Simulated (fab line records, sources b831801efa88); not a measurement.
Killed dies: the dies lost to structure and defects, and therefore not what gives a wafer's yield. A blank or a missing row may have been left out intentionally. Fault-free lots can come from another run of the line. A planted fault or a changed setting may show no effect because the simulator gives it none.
fab line records | flow sfqLine
record: lots: 6 | wafers: 18 | lastDay: 93
route steps=325 shown M1@68 I1@73 M2@88 I2@103 M8@325
lots that met no fault: from a run of the same line without faults
startH: hours from the record's opening day to when the first of the lot's shown wafers began | waitH: how many hours have passed since the lot's step before this one | " the same as in the row above | L1.1+2: a single row standing in for several wafers | - value missing, or start not given | * or withheld: withheld | < > ~ a bound
route shown NAME@n: NAME is a module with steps in the file, n the number in the route of the first one | usual: average and standard deviation across the fault-free wafers | same: alike in all rows | chamber/n: place in a boat | sites: each site's reading | _std_site: how widely they spread, as a standard deviation | _edge_site: outer sites' mean less inner sites' | radiusMm: for every site, how far away it sits from the centre of the wafer | mask NAME#n: copy n | behind: the last tool/chamber to shape the wafer | hold: why the lot went on hold/how many hours it stayed there/how the hold came to an end | device: the n, p or np transistor that did not switch | end of line: the tests these same wafers got at the end of their route | where a step has no rows: the recipe by itself | killed: dies that structure and defects cost at the first sort, which is not the same as the wafer's yield | map: the dies of a wafer, with x for killed, . for not killed, _ for no die there
set.NAME: the setting that was run; set.NAME@STEP: the one run at that earlier step | model.NAME: the simulator's own value behind a step, which no gauge read
lots at selected steps of the route; one table per step, one row per wafer
services: from which hour (startH, from the record's first day; less than 0 if before it) a tool's chamber was out of use, for how many hours, and why
== steps ==
step: SFQ_M1_OVL_MEAS_911
usual: M1_OVL: 2/4.5
lot.wafer | tool       | chamber | startH | waitH | M1_OVL[nm]
L663.1    | overlay-02 | -       | 249.12 | 0.1   | 10
L663.5    | "          | -       | "      | "     | 7
L663.6    | "          | -       | "      | "     | 9
L665.1    | overlay-02 | -       | 261.12 | 0.1   | 2
L665.2    | "          | -       | "      | "     | 5
L665.4    | "          | -       | "      | "     | 9
L667.2    | overlay-02 | -       | 279.12 | 0.1   | 5
L667.3    | "          | -       | "      | "     | 4
L667.4    | "          | -       | "      | "     | -2
L668.1    | overlay-02 | -       | 281.52 | 0.1   | 7
L668.5    | "          | -       | "      | "     | 4
L668.6    | "          | -       | "      | "     | 6
L678.3    | overlay-02 | -       | 378.41 | 0.1   | -4
L678.4    | "          | -       | "      | "     | 4
L678.6    | "          | -       | "      | "     | -1
L679.3    | overlay-01 | -       | 384.41 | 0.1   | 4
L679.4    | "          | -       | "      | "     | 1
L679.5    | "          | -       | "      | "     | -1
step: SFQ_TRILAYER_M1_BARC_OPEN_METAL_ETCH_054
recipe: maskMaterial: PR | chemistry: O2 | targetDepthNm: 125 | target: BARC | icpW: 600 | biasW: 80 | pressureMtorr: 10 | timeS: 41.7
step: SFQ_TRILAYER_M1_ETCH_METAL_ETCH_042
recipe: target: Nb | stopOn: SiO2 | maskMaterial: PR | chemistry: Cl2/Ar | targetDepthNm: 240 | icpW: 600 | biasW: 80 | pressureMtorr: 10 | timeS: 120
step: SFQ_TRILAYER_M1_STRIP_STRIP_043
recipe: gas: O2 | powerW: 200 | platenTempC: 40 | overashFraction: 0.65 | chemistry: O2 | pressureMtorr: 50
usual: chamberPressureMTorr: 50.00/0.046 | drypumpMotorCurrentA: 5.6/0.73 | oesProductAu: 0.999/0.0084
lot.wafer | tool        | chamber | startH | waitH | chamberPressureMTorr | drypumpMotorCurrentA | oesProductAu | rfHoursCounterH
L663.1    | rieMetal-02 | 1       | 249.34 | 0.1   | 49.96                | 5.2                  | 1.000        | 60
L663.5    | "           | 0       | "      | "     | 50.03                | 4.7                  | 0.999        | -
L663.6    | "           | 1       | "      | "     | 50.01                | 5.3                  | 1.012        | -
L665.1    | rieMetal-02 | 0       | 261.34 | 0.1   | 50.01                | 4.6                  | 1.003        | 95
L665.2    | "           | 1       | "      | "     | 49.92                | 5.3                  | 0.997        | 63
L665.4    | "           | 0       | "      | "     | 50.00                | 4.6                  | 1.012        | -
L667.2    | rieMetal-02 | 1       | 279.34 | 0.1   | 50.02                | 5.2                  | 0.981        | 66
L667.3    | "           | 1       | "      | "     | 49.97                | 5.3                  | 0.992        | -
L667.4    | "           | 0       | "      | "     | 49.93                | 4.6                  | 0.989        | -
L668.1    | rieMetal-02 | 0       | 281.74 | 0.1   | 49.94                | 4.7                  | 0.991        | 99
L668.5    | "           | 0       | "      | "     | 49.94                | 4.6                  | 0.992        | -
L668.6    | "           | 1       | "      | "     | 50.03                | 5.2                  | 1.002        | -
L678.3    | rieMetal-02 | 1       | 378.82 | 0.2   | 50.03                | 5.3                  | 1.001        | -
L678.4    | "           | 0       | "      | "     | 50.03                | 4.6                  | 1.013        | -
L678.6    | "           | 1       | "      | "     | 49.95                | 5.3                  | 0.998        | -
L679.3    | rieMetal-02 | 1       | 384.82 | 0.2   | 50.01                | 5.2                  | 0.993        | -
L679.4    | "           | 0       | "      | "     | 50.03                | 4.6                  | 1.015        | -
L679.5    | "           | 0       | "      | "     | 50.01                | 4.6                  | 1.005        | -
step: SFQ_TRILAYER_M1_STRIP_SOLV_CLEAN_044
recipe: chemistry: NMP | tempC: 70 | timeS: 600
step: SFQ_TRILAYER_I1_DEP_PECVD_045
recipe: material: SiO2 | tempC: 150 | timeS: 111.11 | pressureTorr: 2.4 | rfW: 183.3 | precursor: SiH4/N2O | targetThkNm: 500
step: SFQ_TRILAYER_I1_CMP_CMP_046
recipe: material: SiO2 | downForcePsi: 3 | platenRpm: 60 | padVelocityMS: 0.94248
step: SFQ_I1_BOW_MEAS_912
recipe: mode: bow
usual: I1_BOW: 0/7.8
lot.wafer | tool         | chamber | startH | waitH | I1_BOW[um]
L663.1    | filmMetro-02 | -       | 255.72 | 1.5   | 8
L663.5    | "            | -       | "      | "     | -10
L663.6    | "            | -       | "      | "     | -1
L665.1    | filmMetro-02 | -       | 265.79 | 2.5   | 5
L665.2    | "            | -       | "      | "     | 11
L665.4    | "            | -       | "      | "     | 7
L667.2    | filmMetro-02 | -       | 284.02 | 1.0   | 9
L667.3    | "            | -       | "      | "     | -9
L667.4    | "            | -       | "      | "     | -5
L668.1    | filmMetro-03 | -       | 287.00 | 2.0   | -13
L668.5    | "            | -       | "      | "     | -11
L668.6    | "            | -       | "      | "     | 8
L678.3    | filmMetro-03 | -       | 382.51 | 2.5   | 3
L678.4    | "            | -       | "      | "     | 1
L678.6    | "            | -       | "      | "     | 16
L679.3    | filmMetro-02 | -       | 388.51 | 1.0   | -6
L679.4    | "            | -       | "      | "     | 1
L679.5    | "            | -       | "      | "     | -1
step: SFQ_TRILAYER_I1_METRO_MEASURE_047
step: SFQ_TRILAYER_I1_VIA_LITHO_COAT_054
recipe: resist: BARC | spinRpm: 3000 | resistThkNm: 62
step: SFQ_TRILAYER_I1_VIA_LITHO_COAT_049
recipe: resist: KrF | spinRpm: 3000 | resistThkNm: 650
step: SFQ_TRILAYER_I1_VIA_LITHO_SOFTBAKE_053
recipe: tempC: withheld | timeS: withheld | resist: KrF
step: SFQ_TRILAYER_I1_VIA_LITHO_EXPOSE_050
recipe: maskId: I1 | na: 0.6 | sourceShape: conventional | sigmaOuter: 0.65 | targetCdNm: 500 | doseMj: 21.3
lot.wafer  | tool          | chamber | startH | waitH | mask
L663.1+5+6 | krfScanner-02 | 0       | 340.96 | -     | I1#0
L665.1+2+4 | krfScanner-02 | 0       | 350.66 | -     | I1#0
L667.2+3+4 | krfScanner-02 | 0       | 373.66 | -     | I1#0
L668.1+5+6 | krfScanner-02 | 0       | 375.86 | -     | I1#0
L678.3+4+6 | krfScanner-02 | 0       | 489.91 | -     | I1#0
L679.3+4+5 | krfScanner-02 | 0       | 498.31 | -     | I1#0
step: SFQ_TRILAYER_I1_VIA_LITHO_PEB_052
recipe: pebTempC: 115 | pebTimeS: 60 | resist: KrF
step: SFQ_TRILAYER_I1_VIA_LITHO_DEVELOP_051
recipe: timeS: 60 | resist: KrF
step: SFQ_I1_OVL_MEAS_913
usual: I1_OVL: 1/6.1
lot.wafer | tool       | chamber | startH | waitH | I1_OVL[nm]
L663.1    | overlay-01 | -       | 342.46 | 0.1   | -2
L663.5    | "          | -       | "      | "     | -5
L663.6    | "          | -       | "      | "     | 4
L665.1    | overlay-02 | -       | 352.16 | 0.1   | -1
L665.2    | "          | -       | "      | "     | -5
L665.4    | "          | -       | "      | "     | -2
L667.2    | overlay-02 | -       | 374.96 | 0.1   | -3
L667.3    | "          | -       | "      | "     | -2
L667.4    | "          | -       | "      | "     | -5
L668.1    | overlay-01 | -       | 377.36 | 0.1   | 2
L668.5    | "          | -       | "      | "     | 3
L668.6    | "          | -       | "      | "     | 7
L678.3    | overlay-02 | -       | 491.02 | 0.1   | -8
L678.4    | "          | -       | "      | "     | -6
L678.6    | "          | -       | "      | "     | -1
L679.3    | overlay-01 | -       | 499.42 | 0.1   | -4
L679.4    | "          | -       | "      | "     | 4
L679.5    | "          | -       | "      | "     | -3
step: SFQ_TRILAYER_I1_VIA_BARC_OPEN_VIA_ETCH_071
recipe: maskMaterial: PR | chemistry: O2 | targetDepthNm: 125 | target: BARC | sourceW: 500 | biasW: 80 | pressureMtorr: 30 | timeS: 41.7
usual: chamberPressureMTorr: 29.998/0.025 | drypumpMotorCurrentA: 5.6/0.39 | oesProductAu: 0.686/0.0046
lot.wafer | tool       | chamber | startH | waitH | chamberPressureMTorr | drypumpMotorCurrentA | oesProductAu | rfHoursCounterH | model.I1.cdNm
L663.1    | rieDiel-02 | 2       | 342.49 | 0.0   | 30.002               | 6.3                  | 0.688        | 54              | 501.1
L663.5    | "          | 3       | "      | "     | 29.975               | 5.2                  | 0.683        | -               | 500.1
L663.6    | "          | 2       | "      | "     | 30.017               | 6.3                  | 0.687        | -               | 500.4
L665.1    | rieDiel-02 | 1       | 352.19 | 0.0   | 29.980               | 5.5                  | 0.688        | 86              | 500.4
L665.2    | "          | 3       | "      | "     | 30.016               | 5.2                  | 0.689        | 51              | 498.5
L665.4    | "          | 0       | "      | "     | 30.010               | 5.7                  | 0.687        | 10              | 500.1
L667.2    | rieDiel-04 | 1       | 374.99 | 0.0   | 30.033               | 5.1                  | 0.678        | 20              | 500.1
L667.3    | "          | 0       | "      | "     | 29.980               | 5.0                  | 0.681        | 76              | 501.3
L667.4    | "          | 3       | "      | "     | 29.991               | 5.6                  | 0.694        | 1               | 500.1
L668.1    | rieDiel-03 | 2       | 377.39 | 0.0   | 30.021               | 5.7                  | 0.685        | 7               | 497.8
L668.5    | "          | 3       | "      | "     | 29.997               | 5.1                  | 0.682        | -               | 499.4
L668.6    | "          | 2       | "      | "     | 29.961               | 5.7                  | 0.689        | -               | 498.5
L678.3    | rieDiel-02 | 0       | 491.05 | 0.0   | 29.996               | 5.7                  | 0.685        | 12              | 525.1
L678.4    | "          | 3       | "      | "     | 30.008               | 5.2                  | 0.683        | 54              | 513.3
L678.6    | "          | 3       | "      | "     | 30.009               | 5.2                  | 0.687        | -               | 521.9
L679.3    | rieDiel-02 | 3       | 499.45 | 0.0   | 30.004               | 5.3                  | 0.685        | 55              | 520.2
L679.4    | "          | 0       | "      | "     | 30.084               | 5.6                  | 0.690        | 13              | 537.5
L679.5    | "          | 3       | "      | "     | 29.963               | 5.2                  | 0.686        | -               | 560.3
step: SFQ_TRILAYER_I1_VIA_ETCH_VIA_ETCH_052
recipe: target: SiO2 | stopOn: Nb | maskMaterial: PR | taperDeg: 20 | chemistry: CHF3 | targetDepthNm: 260 | sourceW: 500 | biasW: 80 | pressureMtorr: 30 | timeS: withheld
usual: chamberPressureMTorr: 30.00/0.032 | drypumpMotorCurrentA: 5.6/0.39 | oesProductAu: 0.854/0.0053
lot.wafer | tool       | chamber | startH | waitH | chamberPressureMTorr | drypumpMotorCurrentA | oesProductAu | model.I1.cdNm
L663.1    | rieDiel-02 | 2       | 342.53 | 0.0   | 30.04                | 6.3                  | 0.849        | 501.9
L663.5    | "          | 3       | "      | "     | 30.06                | 5.2                  | 0.848        | 500.4
L663.6    | "          | 2       | "      | "     | 29.98                | 6.3                  | 0.861        | 500.7
L665.1    | rieDiel-02 | 1       | 352.23 | 0.0   | 30.07                | 5.5                  | 0.852        | 495.1
L665.2    | "          | 3       | "      | "     | 29.97                | 5.2                  | 0.850        | 497.4
L665.4    | "          | 0       | "      | "     | 30.02                | 5.6                  | 0.848        | 499.2
L667.2    | rieDiel-04 | 1       | 375.03 | 0.0   | 29.97                | 5.2                  | 0.863        | 497.9
L667.3    | "          | 0       | "      | "     | 30.04                | 5.0                  | 0.861        | 499.9
L667.4    | "          | 3       | "      | "     | 30.03                | 5.6                  | 0.862        | 501
L668.1    | rieDiel-03 | 2       | 377.43 | 0.0   | 30.05                | 5.7                  | 0.850        | 500
L668.5    | "          | 3       | "      | "     | 29.96                | 5.1                  | 0.852        | 503.3
L668.6    | "          | 2       | "      | "     | 29.98                | 5.6                  | 0.848        | 500.1
L678.3    | rieDiel-02 | 0       | 491.09 | 0.0   | 29.97                | 5.6                  | 0.850        | 524.6
L678.4    | "          | 3       | "      | "     | 29.96                | 5.2                  | 0.860        | 511.3
L678.6    | "          | 3       | "      | "     | 29.99                | 5.2                  | 0.850        | 519.1
L679.3    | rieDiel-02 | 3       | 499.49 | 0.0   | 30.02                | 5.2                  | 0.861        | 519.1
L679.4    | "          | 0       | "      | "     | 30.01                | 5.6                  | 0.846        | 537.3
L679.5    | "          | 3       | "      | "     | 29.99                | 5.2                  | 0.862        | 559.4
step: SFQ_TRILAYER_I1_VIA_STRIP_STRIP_053
recipe: gas: O2 | powerW: 200 | platenTempC: 40 | overashFraction: 0.65 | chemistry: O2 | pressureMtorr: 50
step: SFQ_TRILAYER_I1_VIA_STRIP_SOLV_CLEAN_054
recipe: chemistry: NMP | tempC: 70 | timeS: 600
step: SFQ_TRILAYER_M2_DEP_PRE_CLEAN_056
recipe: gas: Ar | timeS: 22.5 | biasV: 250
step: SFQ_TRILAYER_M2_DEP_SPUTTER_055
recipe: material: Nb | basePressurePa: 1.33e-06 | chamberPressurePa: 0.1333 | substrateTempC: 20 | resputterCathodeVoltageV: 400 | targetThkNm: 200 | powerW: 2000 | timeS: 133.3
usual: basePressurePa: 1.34e-06/8.3e-08 | cathodeDcPowerW: 2000.0/0.36 | throttleValvePct: 29.9/0.74
lot.wafer | tool          | chamber | startH | waitH | basePressurePa | cathodeDcPowerW | throttleValvePct
L663.1    | pvdSputter-03 | -       | 343.45 | 0.0   | 1.43e-06       | 1999.7          | 29.9
L663.5    | "             | -       | "      | "     | 1.22e-06       | 2000.1          | 30.2
L663.6    | "             | -       | "      | "     | 1.39e-06       | 1999.9          | 29.4
L665.1    | pvdSputter-05 | -       | 353.15 | 0.0   | 1.26e-06       | 2000.1          | 31.9
L665.2    | "             | -       | "      | "     | 1.27e-06       | 1999.8          | 30.4
L665.4    | "             | -       | "      | "     | 1.21e-06       | 2000.4          | 30.2
L667.2    | pvdSputter-06 | -       | 375.95 | 0.0   | 1.29e-06       | 1999.5          | 29.9
L667.3    | "             | -       | "      | "     | 1.29e-06       | 1999.9          | 29.0
L667.4    | "             | -       | "      | "     | 1.33e-06       | 2000.3          | 29.3
L668.1    | pvdSputter-05 | -       | 378.35 | 0.0   | 1.27e-06       | 1999.7          | 31.7
L668.5    | "             | -       | "      | "     | 1.35e-06       | 2000.2          | 30.3
L668.6    | "             | -       | "      | "     | 1.33e-06       | 1999.8          | 29.5
L678.3    | pvdSputter-05 | -       | 492.00 | 0.0   | 1.41e-06       | 2000.7          | 29.8
L678.4    | "             | -       | "      | "     | 1.32e-06       | 1999.6          | 29.3
L678.6    | "             | -       | "      | "     | 1.34e-06       | 1999.7          | 30.3
L679.3    | pvdSputter-06 | -       | 501.01 | 0.0   | 1.07e-06       | 2000.0          | 29.5
L679.4    | "             | -       | "      | "     | 1.27e-06       | 1999.7          | 28.9
L679.5    | "             | -       | "      | "     | 1.32e-06       | 2000.1          | 29.6
step: SFQ_M2_RS_MEAS_914
recipe: thkMeasGauge: four-point-probe | reads: Nb_of_TRILAYER_M2_DEP_SPUTTER_055
usual: M2_NB_RS: 0.892/0.01
lot.wafer | tool         | chamber | startH | waitH | M2_NB_RS[ohm/sq]
L663.1    | filmMetro-04 | -       | 343.54 | 0.0   | 0.892
L663.5    | "            | -       | "      | "     | 0.882
L663.6    | "            | -       | "      | "     | 0.887
L665.1    | filmMetro-02 | -       | 353.24 | 0.0   | 0.891
L665.2    | "            | -       | "      | "     | 0.885
L665.4    | "            | -       | "      | "     | 0.891
L667.2    | filmMetro-04 | -       | 376.06 | 0.1   | 0.886
L667.3    | "            | -       | "      | "     | 0.885
L667.4    | "            | -       | "      | "     | 0.896
L668.1    | filmMetro-03 | -       | 378.44 | 0.0   | 0.892
L668.5    | "            | -       | "      | "     | 0.893
L668.6    | "            | -       | "      | "     | 0.903
L678.3    | filmMetro-02 | -       | 492.13 | 0.1   | 0.901
L678.4    | "            | -       | "      | "     | 0.898
L678.6    | "            | -       | "      | "     | 0.897
L679.3    | filmMetro-02 | -       | 501.14 | 0.1   | 0.892
L679.4    | "            | -       | "      | "     | 0.903
L679.5    | "            | -       | "      | "     | 0.914
step: SFQ_TRILAYER_M2_LITHO_COAT_062
recipe: resist: BARC | spinRpm: 3000 | resistThkNm: 62
step: SFQ_TRILAYER_M2_LITHO_COAT_057
recipe: resist: KrF | spinRpm: 3000 | resistThkNm: 600
step: SFQ_TRILAYER_M2_LITHO_SOFTBAKE_061
recipe: tempC: withheld | timeS: withheld | resist: KrF
step: SFQ_TRILAYER_M2_LITHO_EXPOSE_058
recipe: maskId: M2 | na: 0.6 | sourceShape: conventional | sigmaOuter: 0.65 | targetCdNm: 500 | doseMj: 14.4
step: SFQ_TRILAYER_M2_LITHO_PEB_060
recipe: pebTempC: 115 | pebTimeS: 60 | resist: KrF
step: SFQ_TRILAYER_M2_LITHO_DEVELOP_059
recipe: timeS: 60 | resist: KrF
step: SFQ_M2_OVL_MEAS_916
usual: M2_OVL: -1/4.9
lot.wafer | tool       | chamber | startH | waitH | M2_OVL[nm]
L663.1    | overlay-02 | -       | 445.51 | 0.1   | -2
L663.5    | "          | -       | "      | "     | 2
L663.6    | "          | -       | "      | "     | 0
L665.1    | overlay-02 | -       | 457.51 | 0.1   | 4
L665.2    | "          | -       | "      | "     | 2
L665.4    | "          | -       | "      | "     | -1
L667.2    | overlay-02 | -       | 481.42 | 0.1   | 3
L667.3    | "          | -       | "      | "     | -2
L667.4    | "          | -       | "      | "     | 0
L668.1    | overlay-01 | -       | 486.21 | 0.1   | 4
L668.5    | "          | -       | "      | "     | 4
L668.6    | "          | -       | "      | "     | 4
L678.3    | overlay-01 | -       | 600.32 | 0.1   | -3
L678.4    | "          | -       | "      | "     | -6
L678.6    | "          | -       | "      | "     | -3
L679.3    | overlay-01 | -       | 608.00 | 0.1   | 0
L679.4    | "          | -       | "      | "     | 0
L679.5    | "          | -       | "      | "     | -2
step: SFQ_TRILAYER_M2_BARC_OPEN_METAL_ETCH_077
recipe: maskMaterial: PR | chemistry: O2 | targetDepthNm: 125 | target: BARC | icpW: 600 | biasW: 80 | pressureMtorr: 10 | timeS: 41.7
step: SFQ_TRILAYER_M2_ETCH_METAL_ETCH_060
recipe: target: Nb | stopOn: SiO2 | maskMaterial: PR | chemistry: Cl2/Ar | targetDepthNm: 240 | icpW: 600 | biasW: 80 | pressureMtorr: 10 | timeS: 120
step: SFQ_TRILAYER_M2_STRIP_STRIP_061
recipe: gas: O2 | powerW: 200 | platenTempC: 40 | overashFraction: 0.65 | chemistry: O2 | pressureMtorr: 50
usual: chamberPressureMTorr: 50.00/0.045 | drypumpMotorCurrentA: 5.7/0.5 | oesProductAu: 1.000/0.0084
lot.wafer | tool        | chamber | startH | waitH | chamberPressureMTorr | drypumpMotorCurrentA | oesProductAu | rfHoursCounterH
L663.1    | rieMetal-04 | 0       | 445.73 | 0.1   | 49.98                | 5.6                  | 1.021        | 73
L663.5    | "           | 0       | "      | "     | 49.97                | 5.6                  | 1.011        | -
L663.6    | "           | 1       | "      | "     | 50.02                | 6.6                  | 1.001        | -
L665.1    | rieMetal-03 | 1       | 457.73 | 0.1   | 49.98                | 5.7                  | 0.999        | 72
L665.2    | "           | 0       | "      | "     | 50.06                | 5.9                  | 0.997        | 33
L665.4    | "           | 0       | "      | "     | 50.02                | 5.9                  | 1.002        | -
L667.2    | rieMetal-03 | 1       | 481.63 | 0.1   | 49.96                | 5.7                  | 0.986        | 76
L667.3    | "           | 0       | "      | "     | 50.05                | 5.9                  | 0.997        | -
L667.4    | "           | 1       | "      | "     | 50.02                | 5.7                  | 1.000        | -
L668.1    | rieMetal-02 | 1       | 486.43 | 0.1   | 49.99                | 5.3                  | 0.992        | 105
L668.5    | "           | 0       | "      | "     | 49.94                | 4.6                  | 1.015        | -
L668.6    | "           | 1       | "      | "     | 49.96                | 5.2                  | 0.992        | -
L678.3    | rieMetal-04 | 1       | 600.73 | 0.2   | 49.98                | 6.6                  | 0.982        | -
L678.4    | "           | 0       | "      | "     | 49.98                | 5.6                  | 1.007        | -
L678.6    | "           | 0       | "      | "     | 49.99                | 5.6                  | 1.008        | -
L679.3    | rieMetal-03 | 0       | 608.41 | 0.2   | 50.04                | 6.0                  | 0.995        | -
L679.4    | "           | 1       | "      | "     | 49.99                | 5.7                  | 0.989        | -
L679.5    | "           | 0       | "      | "     | 49.93                | 5.9                  | 0.992        | -
step: SFQ_TRILAYER_M2_STRIP_SOLV_CLEAN_062
recipe: chemistry: NMP | tempC: 70 | timeS: 600
step: SFQ_TRILAYER_I2_DEP_PECVD_063
recipe: material: SiO2 | tempC: 150 | timeS: 111.11 | pressureTorr: 2.4 | rfW: 183.3 | precursor: SiH4/N2O | targetThkNm: 500
step: SFQ_TRILAYER_I2_CMP_CMP_064
recipe: material: SiO2 | downForcePsi: 3 | platenRpm: 60 | padVelocityMS: 0.94248
usual: motorCurrentA: 10.2/0.9 | timeToEndpointS: 216/8.5
lot.wafer | tool   | chamber | startH | waitH | motorCurrentA | timeToEndpointS
L663.1    | cmp-02 | 1       | 455.52 | 9.0   | 10.5          | 211
L663.6    | "      | 2       | "      | "     | 9.5           | 231
L663.5    | "      | 3       | "      | "     | 10.7          | 220
L665.2    | cmp-02 | 1       | 466.52 | 8.0   | 10.5          | 217
L665.1    | "      | 2       | "      | "     | 9.1           | 225
L665.4    | "      | 3       | "      | "     | 10.7          | 226
L667.3    | cmp-01 | 0       | 492.14 | 9.7   | 8.6           | 214
L667.2    | "      | 1       | "      | "     | 12.2          | 212
L667.4    | "      | 2       | "      | "     | 9.8           | 221
L668.1    | cmp-02 | 3       | 496.31 | 9.1   | 10.5          | 207
L668.6    | "      | 1       | 497.31 | 10.0  | 11.1          | 211
L668.5    | "      | 2       | "      | "     | 8.8           | 228
L678.4    | cmp-02 | 2       | 608.51 | 7.1   | 9.2           | 232
L678.3    | "      | 1       | 610.01 | 8.7   | 11.2          | 215
L678.6    | "      | 3       | 611.01 | 9.6   | 10.4          | 220
L679.3    | cmp-01 | 2       | 615.62 | 6.6   | 10.0          | 213
L679.4    | "      | 1       | 617.12 | 8.1   | 12.0          | 209
L679.5    | "      | 3       | 618.12 | 9.1   | 10.2          | 204
step: SFQ_I2_BOW_MEAS_917
recipe: mode: bow
usual: I2_BOW: 1/8.6
lot.wafer | tool         | chamber | startH | waitH | I2_BOW[um]
L663.1    | filmMetro-04 | -       | 457.02 | 1.0   | 13
L663.5    | "            | -       | "      | "     | -4
L663.6    | "            | -       | "      | "     | 4
L665.1    | filmMetro-02 | -       | 469.02 | 1.5   | 3
L665.2    | "            | -       | "      | "     | 7
L665.4    | "            | -       | "      | "     | 4
L667.2    | filmMetro-04 | -       | 495.16 | 2.0   | 13
L667.3    | "            | -       | "      | "     | -5
L667.4    | "            | -       | "      | "     | -1
L668.1    | filmMetro-04 | -       | 498.31 | 1.5   | -11
L668.5    | "            | -       | "      | "     | -9
L668.6    | "            | -       | "      | "     | 9
L678.3    | filmMetro-01 | -       | 611.55 | 1.0   | 3
L678.4    | "            | -       | "      | "     | 2
L678.6    | "            | -       | "      | "     | 16
L679.3    | filmMetro-04 | -       | 618.66 | 2.5   | -7
L679.4    | "            | -       | "      | "     | 2
L679.5    | "            | -       | "      | "     | -3
step: SFQ_TRILAYER_I2_METRO_MEASURE_065
usual: thkNm: 200.4/1.2
lot.wafer | tool         | chamber | startH | waitH | thkNm
L663.1    | filmMetro-04 | -       | 457.14 | 0.1   | 199.4
L663.5    | "            | -       | "      | "     | 200.0
L663.6    | "            | -       | "      | "     | 201.4
L665.1    | filmMetro-02 | -       | 469.14 | 0.1   | 201.7
L665.2    | "            | -       | "      | "     | 199.8
L665.4    | "            | -       | "      | "     | 200.1
L667.2    | filmMetro-04 | -       | 495.46 | 0.3   | 200.6
L667.3    | "            | -       | "      | "     | 201.3
L667.4    | "            | -       | "      | "     | 202.5
L668.1    | filmMetro-04 | -       | 498.43 | 0.1   | 198.5
L668.5    | "            | -       | "      | "     | 200.4
L668.6    | "            | -       | "      | "     | 198.8
L678.3    | filmMetro-01 | -       | 612.03 | 0.5   | 200.1
L678.4    | "            | -       | "      | "     | 201.8
L678.6    | "            | -       | "      | "     | 200.5
L679.3    | filmMetro-04 | -       | 619.14 | 0.5   | 201.9
L679.4    | "            | -       | "      | "     | 199.2
L679.5    | "            | -       | "      | "     | 199.5
step: SFQ_TRILAYER_I2_VIA_LITHO_COAT_072
recipe: resist: BARC | spinRpm: 3000 | resistThkNm: 62
step: SFQ_TRILAYER_I2_VIA_LITHO_COAT_067
recipe: resist: KrF | spinRpm: 3000 | resistThkNm: 650
step: SFQ_TRILAYER_I2_VIA_LITHO_SOFTBAKE_071
recipe: tempC: withheld | timeS: withheld | resist: KrF
step: SFQ_M8_BOW_MEAS_951
recipe: mode: bow
usual: M8_BOW: 6/12
lot.wafer | tool         | chamber | startH  | waitH | M8_BOW[um] | model.etest.i1.linkOhm
L663.1    | filmMetro-04 | -       | 1969.50 | 0.0   | 16         | 1.976
L663.5    | "            | -       | "       | "     | -2         | 1.963
L663.6    | "            | -       | "       | "     | 6          | 1.966
L665.1    | filmMetro-02 | -       | 1980.30 | 0.0   | -3         | 1.977
L665.2    | "            | -       | "       | "     | 4          | 1.966
L665.4    | "            | -       | "       | "     | -1         | 1.974
L667.2    | filmMetro-02 | -       | 1991.99 | 0.0   | 24         | 1.984
L667.3    | "            | -       | "       | "     | 5          | 1.963
L667.4    | "            | -       | "       | "     | 10         | 1.99
L668.1    | filmMetro-02 | -       | 2054.62 | 0.0   | 1          | 1.961
L668.5    | "            | -       | "       | "     | 3          | 1.972
L668.6    | "            | -       | "       | "     | 22         | 1.978
L678.3    | filmMetro-01 | -       | 2225.51 | 0.0   | 0          | 1.982
L678.4    | "            | -       | "       | "     | -1         | 1.985
L678.6    | "            | -       | "       | "     | 14         | 1.975
L679.3    | filmMetro-01 | -       | 2226.71 | 0.0   | 2          | 1.953
L679.4    | "            | -       | "       | "     | 11         | 1.96
L679.5    | "            | -       | "       | "     | 7          | 1.957
== services ==
tool          | chamber | startH | hours | kind
cmp-02        | -       | 236.72 | 4.0   | pm
krfScanner-02 | -       | 243.88 | 0.5   | repair
filmMetro-04  | -       | 251.20 | 6.3   | pm
cmp-02        | -       | 256.53 | 1.5   | repair
rieDiel-02    | 3       | 267.10 | 4.9   | repair
krfScanner-02 | -       | 274.41 | 1.0   | pm
krfScanner-02 | -       | 294.61 | 0.8   | pm
rieDiel-02    | -       | 330.43 | 0.3   | repair
rieDiel-02    | 0       | 333.78 | 4.0   | repair
krfScanner-02 | -       | 346.96 | 1.3   | pm
cmp-02        | -       | 357.25 | 2.1   | repair
rieMetal-02   | 1       | 386.16 | 1.8   | repair
krfScanner-02 | -       | 389.06 | 3.6   | pm
filmMetro-04  | -       | 415.46 | 2.2   | repair
krfScanner-02 | -       | 443.01 | 1.0   | pm
rieDiel-02    | 1       | 462.76 | 11.7  | repair
krfScanner-02 | -       | 463.21 | 0.8   | pm
krfScanner-02 | -       | 472.73 | 1.2   | repair
krfScanner-02 | -       | 523.11 | 1.3   | pm
rieDiel-02    | 0       | 532.10 | 7.1   | repair
rieDiel-02    | 1       | 578.79 | 7.2   | repair
rieDiel-02    | 2       | 579.15 | 2.9   | repair
rieDiel-02    | 3       | 587.19 | 17.6  | repair
krfScanner-02 | -       | 612.49 | 1.0   | pm
== key ==
firstSign none at tools or gauges
modelEffect: step: SFQ_TRILAYER_I1_VIA_BARC_OPEN_VIA_ETCH_071 | value: I1.cdNm | without: 499.6 | struck: 529.7
modelEffect: step: SFQ_TRILAYER_I1_VIA_ETCH_VIA_ETCH_052 | value: I1.cdNm | without: 498.4 | struck: 528.5
modelEffect: step: SFQ_M8_BOW_MEAS_951 | value: etest.i1.linkOhm | without: 1.989 | struck: 1.969
metAt SFQ_TRILAYER_I1_VIA_LITHO_EXPOSE_050
struckWafers L678.3,L678.4,L678.6,L679.3,L679.4,L679.5
onsetBetween 375.86 489.91
alsoFits time
fault: kind: processParameterDrift | tool: krfScanner-02 | chamber: - | onsetH: 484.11 | steps: SFQ_TRILAYER_I1_VIA_LITHO_EXPOSE_050 | channel: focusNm | offset: 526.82 | spreadByWafer: 0.3 | shape: step | endH: 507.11
